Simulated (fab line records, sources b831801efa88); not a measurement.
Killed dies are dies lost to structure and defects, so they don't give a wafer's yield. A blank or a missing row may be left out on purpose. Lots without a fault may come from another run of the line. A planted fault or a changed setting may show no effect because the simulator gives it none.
One fault seen from 2 desks | flow sky130 | each desk has only its own numbers; what lay behind them comes last

THE TOOL OWNER'S DESK: implanter-04
The tool's own readings at SKY_GATE_OXIDE_IMPLANT_11: means of the sampled wafers that have a number, for each lot that ran on this tool. A lot is out of limits, marked OUT, if its mean lies more than 4 standard deviations from the usual mean; the brackets give that distance.
Columns: A = beam_on_s at SKY_GATE_OXIDE_IMPLANT_11, usual 10.00 s; B = dose_ions_cm2 at SKY_GATE_OXIDE_IMPLANT_11, usual 2.5997e+12; C = faraday_current_uA at SKY_GATE_OXIDE_IMPLANT_11, usual 14.67
lot  | first seen here | A     | B                            | C
L885 | day 16 01:34    | 10.20 | 2.5988e+12                   | 14.42
L887 | day 16 18:44    | 9.82  | 2.6019e+12                   | 14.86
L891 | day 18 03:15    | 9.99  | 2.5975e+12                   | 14.68
L898 | day 20 20:57    | 9.97  | 8.9092e+12 (+99 or more) OUT | 50.47 (+99 or more) OUT
L901 | day 21 11:38    | 10.14 | 8.9033e+12 (+99 or more) OUT | 49.53 (+99 or more) OUT
This desk's finding: out of limits on L898, L901; first on L898, day 20 20:57 (dose_ions_cm2 at SKY_GATE_OXIDE_IMPLANT_11). In limits: L885, L887, L891.

THE METROLOGY DESK
What the gauges read, lot by lot, whatever tool the lot ran on: means of the sampled wafers that have a number. A lot is out of limits, marked OUT, if its mean lies more than 4 standard deviations from the usual mean; the brackets give that distance.
Columns: A = GATE_OXIDE_TW at SKY_GATE_OXIDE_TW_MEAS_14, usual 226.1; B = POLY_GATE_TW at SKY_RES_PROTECT_TW_MEAS_08, usual 4043; C = POLY_GATE_OXIDATION_THK at SKY_POLY_GATE_THK_MEAS_21, usual 4.03 nm
lot  | first seen here | A               | B    | C
L879 | day 13 20:20    | 227.5           | 4019 | 4.07
L880 | day 13 22:42    | 227.4           | 4028 | 4.04
L883 | day 14 19:00    | 226.5           | 4060 | 4.04
L885 | day 16 01:53    | 227.0           | 4048 | 4.03
L886 | day 16 14:57    | 226.2           | 4028 | 4.06
L887 | day 16 19:06    | 225.5           | 4044 | 4.02
L889 | day 17 08:24    | 223.6           | 4094 | 4.04
L890 | day 17 17:19    | 224.7           | 4052 | 3.99
L891 | day 18 03:37    | 227.1           | 4048 | 4.04
L892 | day 18 14:33    | 225.1           | 4070 | 4.04
L898 | day 20 21:19    | 323.2 (+75) OUT | -    | -
L901 | day 21 11:59    | 325.7 (+77) OUT | -    | -
This desk's finding: out of limits on L898, L901; first on L898, day 20 21:19 (GATE_OXIDE_TW at SKY_GATE_OXIDE_TW_MEAS_14). In limits: L879, L880, L883, L885, L886, L887, L889, L890, L891, L892.

PUT TOGETHER
The tool owner's desk could have raised an alarm at day 20 20:57, on L898, L901.
The metrology desk could have raised an alarm at day 20 21:19, on L898, L901.
Of the lots named, all ran SKY_GATE_OXIDE_IMPLANT_11 on implanter-04.

WHAT THE SIMULATOR HAD PUT IN
Process parameter drift: implanter-04, from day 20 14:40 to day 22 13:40, at SKY_GATE_OXIDE_IMPLANT_11. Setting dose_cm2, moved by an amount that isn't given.
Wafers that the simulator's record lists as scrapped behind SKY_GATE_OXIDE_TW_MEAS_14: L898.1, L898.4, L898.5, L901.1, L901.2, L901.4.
Lots struck among those shown: L898, L901.
Hours from the fault's start to each desk's first reading out of limits: the tool owner's desk, 6; the metrology desk, 7.
